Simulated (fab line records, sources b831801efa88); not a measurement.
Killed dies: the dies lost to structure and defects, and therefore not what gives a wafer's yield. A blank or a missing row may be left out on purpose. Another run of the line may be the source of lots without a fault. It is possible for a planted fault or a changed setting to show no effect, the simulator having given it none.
Matching of chambers -- flow gf180mcu -- 4 sister chambers for GF_SAB_ETCH_11 on rie diel-02
The step etches SiO2 in C4F8/O2/Ar, target depth 55 nm, time 8.5 s. 8 wafers are shown with their chamber, then 10 later ones without.

== EACH WAFER AND ITS CHAMBER ==
wafer,chamber,oes product au (a.u.)
L081.1,1,1.015
L083.4,3,0.995
L083.5,2,1.008
L084.1,3,0.995
L084.4,1,1.013
L084.5,0,1.000
L085.1,2,1.008
L085.2,0,0.997

== WAFERS WITHOUT THEIR CHAMBER ==
wafer,oes product au (a.u.)
L085.4,0.991
L087.3,1.011
L087.4,0.991
L087.5,0.984
L088.1,0.985
L088.3,1.002
L088.6,1.001
L095.1,0.997
L095.4,1.002
L095.6,1.008

== EACH ONE'S CHAMBER ==
wafer,from the rows above,in truth
L085.4,3,3
L087.3,can't be placed: 1 or 2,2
L087.4,3,3
L087.5,3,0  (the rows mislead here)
L088.1,3,3
L088.3,can't be placed: 0 or 2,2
L088.6,0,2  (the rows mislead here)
L095.1,can't be placed: 0 or 3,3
L095.4,can't be placed: 0 or 2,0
L095.6,2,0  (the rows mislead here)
Correct placement for 3 of the 10. Cannot be placed on the basis of these rows: 4; the candidates contain the true chamber in 4. Number placed wrongly: 3.
How it was worked out, from the rows above alone: a wafer's distance from a chamber is the root of the sum, over the readings, of the square of ((its reading less the chamber's mean) divided by the reading's scatter). The wafer belongs to the nearest chamber; if the next one is less than 2 further off, it can't be placed. A chamber's mean is the mean of its shown wafers. The scatter: take each reading less its chamber's mean, square it, sum over the shown wafers, divide by the number of wafers less the number of chambers, and take the root.
